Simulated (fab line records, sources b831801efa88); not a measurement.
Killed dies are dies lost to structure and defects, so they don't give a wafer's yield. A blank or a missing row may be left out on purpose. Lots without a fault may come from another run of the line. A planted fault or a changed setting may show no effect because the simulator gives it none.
Problem report in the 8D (eight disciplines) form, filled by code | flow sfq_line | the parts of the form that need people (team, actions taken, sign-off) are left out

1. THE PROBLEM
time_to_endpoint_s at SFQ_TRILAYER_I2_CMP_CMP_064 reads a mean of 283 s on 5 wafers of 3 lots; wafers without a fault read 216 s with a standard deviation of 7. That is +9.5 standard deviations from the usual mean.
The step: polishes SiO2.
First seen on wafer L732.5, day 37 14:05, on cmp-02. The record holds 45 wafers of 15 lots with a number at this step. Rule for "out", or "out of limits": more than 4 standard deviations from the usual mean. The other wafers with a number count as sound.

2. WHAT IT IS AND WHAT IT IS NOT
question                    | is                                     | is not
which readings at this step | time_to_endpoint_s                     | motor_current_A, slurry_flow_ml_min
which lots                  | L732, L733, L734                       | L726, L728, L729, L730, L731, L742, L743, L744, L745, L746, L747, L748
which wafers of those lots  | L732.5, L733.5, L733.6, L734.5, L734.6 | L732.1, L732.4, L733.3, L734.4
read on which tools         | cmp-02                                 | cmp-01
when                        | from day 37 14:05                      | up to then (17 sound wafers); but 23 sound wafers of L733, L734, L742, L743, L744, L745, L746, L747, L748 came after

3. SUSPECTS, AND WHAT RULES EACH OUT
Counting: a tool at a process step up to the reading stays a suspect if it ran every lot that is out. Sound lots after the first of them don't rule it out here, since some wafers of a struck lot are sound.
- cmp-02 at SFQ_TRILAYER_I2_CMP_CMP_064 (polishes SiO2): kept. It ran every lot that is out, first L732 (day 37 14:05); its last sound lot up to then is L730 (day 36 02:50). Its own readings are out on those wafers: time_to_endpoint_s.
Left after counting: cmp-02 at SFQ_TRILAYER_I2_CMP_CMP_064.

4. THE CAUSE (what the simulator had put in)
Process parameter drift: cmp-02, from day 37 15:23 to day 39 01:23, at SFQ_TRILAYER_I2_CMP_CMP_064. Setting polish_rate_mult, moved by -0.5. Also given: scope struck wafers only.
Counting left only this tool.

5. THE CHAIN OF EFFECTS, in route order
Each row: a reading whose mean over the struck wafers that have a number lies more than 3 standard deviations from the usual. Only readings for which the record gives a usual standard deviation are gone through. hours: the time from each lot's start at the first step in this table that gives one to its start at this step, as a median over the lots. sigmas: the change in usual standard deviations.
hours | step                                  | reading            | usual      | on struck wafers | change | sigmas
0     | SFQ_TRILAYER_I2_CMP_CMP_064           | time_to_endpoint_s | 216 s      | 283              | +67    | +9.5
2     | SFQ_TRILAYER_I2_METRO_MEASURE_065     | thk_nm             | 200.0 nm   | 307.4            | +107.4 | +99 or more
153   | SFQ_TRILAYER_I2_VIA_ETCH_VIA_ETCH_070 | oes_product_au     | 0.855 a.u. | 0.998            | +0.143 | +28
The process steps in it:
- SFQ_TRILAYER_I2_CMP_CMP_064: polishes SiO2.
- SFQ_TRILAYER_I2_METRO_MEASURE_065
- SFQ_TRILAYER_I2_VIA_ETCH_VIA_ETCH_070: etches SiO2 in CHF3, stops on Nb, target depth 260 nm.

6. WHAT WOULD HAVE CAUGHT IT SOONER
In this record the first reading out of limits was taken at day 37 14:05.
